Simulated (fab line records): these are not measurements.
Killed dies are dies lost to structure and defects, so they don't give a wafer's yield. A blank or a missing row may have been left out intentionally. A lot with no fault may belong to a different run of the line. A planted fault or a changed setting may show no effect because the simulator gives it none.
Matching of chambers    flow sfqLine    SFQ_TRILAYER_I2_CMP_CMP_064 on cmp-01 has 4 sister chambers
The step polishes SiO2. 8 wafers are shown with their chamber, then 7 later ones without.

WAFERS PAIRED WITH THEIR CHAMBERS
wafer   chamber  motorCurrentA (A)  platenRpm (rpm)
L369.3  3        10.4               59.99
L369.5  1        9.0                60.01
L369.6  0        8.4                59.99
L373.2  2        9.2                60.05
L373.3  0        9.2                59.97
L373.5  3        10.2               60.05
L374.3  1        9.3                59.98
L374.4  2        8.8                60.00

WAFERS WHOSE CHAMBER IS MISSING
wafer   motorCurrentA (A)  platenRpm (rpm)
L374.6  8.8                59.95
L379.2  10.3               59.98
L379.5  9.5                60.11
L379.6  10.9               60.01
L380.3  9.2                60.09
L380.4  9.0                60.08
L380.6  9.2                60.07

WHICH CHAMBER EACH WENT THROUGH
wafer   from the rows above                in truth
L374.6  can't be placed: 0 or 1 or 2       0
L379.2  3                                  3
L379.5  can't be placed: 2 or 3 or 1 or 0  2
L379.6  3                                  3
L380.3  can't be placed: 2 or 1 or 0 or 3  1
L380.4  can't be placed: 2 or 1 or 0       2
L380.6  can't be placed: 2 or 1 or 0       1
2 of 7 placed correctly. From these rows, 5 cannot be placed; in 5 the true chamber is one of the candidates. Placed wrongly: 0.
How it was worked out, from the rows above alone: a wafer's distance from a chamber is the root of the sum, over the readings, of the square of ((its reading less the chamber's mean) divided by the reading's scatter). If the next closest chamber is less than 2 further off than the closest, the wafer can't be placed; otherwise it belongs to the closest. Each chamber's mean is taken over the wafers shown for it. The scatter is the square root of a quotient: the sum, over the shown wafers, of each reading's squared deviation from its chamber's mean, divided by wafers minus chambers.
